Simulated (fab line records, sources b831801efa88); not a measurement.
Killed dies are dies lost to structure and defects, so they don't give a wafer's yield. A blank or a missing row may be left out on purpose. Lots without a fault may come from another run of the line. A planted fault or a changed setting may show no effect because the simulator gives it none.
A struck lot beside a sound one | flow gf180mcu | 14 steps out of a route of 602
Sound: wafers L247.1, L247.2, L247.6. Struck: wafers L259.2, L259.5, L259.6. The cause comes at the end.
At each step with rows: each side's tool, then ch and its chambers, then its first start. Under that, the readings that differ: sound wafers | struck wafers | difference of the means | sigmas: that difference in standard deviations of wafers without a fault.
alike: readings whose means differ by less than 2 such deviations, and words and numbers that are the same on both sides. not compared: withheld readings, readings that some wafer has no value for, bounds like >300 that may hide the same value, and numbers for which the record gives no deviation and whose values overlap.
The two part at a step that has a row with sigmas, a row that says differs or no value, or rows on one side only. Numbers that don't overlap but have no deviation are shown without sigmas and don't part them. A reading that every wafer of one side lacks parts them only if that side has two wafers or more.

first, 4 steps without rows for these wafers: GF_VT_IMPLANT_SOFTBAKE_14 (time 60 s); GF_VT_IMPLANT_EXPOSE_15 (exposes mask Nwell LV AREA, target cd 860 nm); GF_VT_IMPLANT_PEB_16; GF_VT_IMPLANT_DEVELOP_17 (develop time 60 s).
GF_VT_IMPLANT_OVL_MEAS_18:
  sound on overlay-01, day 6 16:53; struck on overlay-02, day 9 17:02
  alike: VT_IMPLANT_01_OVL
then, 1 step without rows for these wafers: GF_VT_IMPLANT_IMPLANT_19.
GF_VT_IMPLANT_STRIP_20: strips in O2/N2.
  sound on plasma_asher-04 ch 0,1, day 6 17:04; struck on plasma_asher-02 ch 0,1, day 9 17:13
  alike: drypump_motor_current_A, heater_power_w, oes_product_au, strip_time_to_endpoint_s
  not compared: rf_hours_counter_h
GF_VT_IMPLANT_TW_MEAS_21:
  sound on film_metro-02, day 6 17:10; struck on film_metro-01, day 9 17:19
  alike: VT_IMPLANT_2_TW
then, 4 steps without rows for these wafers: GF_VT_IMPLANT_DEHYDRATE_22 (time 60 s); GF_VT_IMPLANT_HMDS_23 (prime time 60 s); GF_VT_IMPLANT_COAT_24 (resist thk 1000 nm); GF_VT_IMPLANT_SOFTBAKE_25 (time 60 s).
GF_VT_IMPLANT_EXPOSE_26: exposes mask LVPWELL HV AREA, target cd 860 nm.
  sound on iline_stepper-01 ch 0, day 7 00:23; struck on iline_stepper-02, day 10 02:53
  no value came back on the struck wafers for exposure_dose_mJ_cm2, focus_offset_nm (nm), stage_vel_mm_s (mm/s); on the sound wafers exposure_dose_mJ_cm2 reads 140.16 140.38 140.13
  reading                            | sound                | struck               | difference | sigmas
  model.VT_IMPLANT.overlay_x_nm (nm) | -1.142 -1.142 -1.142 | 0.1418 0.1418 0.1418 | +1.2838    |
  alike: mask
then, 1 step without rows for these wafers: GF_VT_IMPLANT_PEB_27.

WHERE THEY PART
Only at GF_VT_IMPLANT_EXPOSE_26, within this record.

WHY: what the simulator had put in
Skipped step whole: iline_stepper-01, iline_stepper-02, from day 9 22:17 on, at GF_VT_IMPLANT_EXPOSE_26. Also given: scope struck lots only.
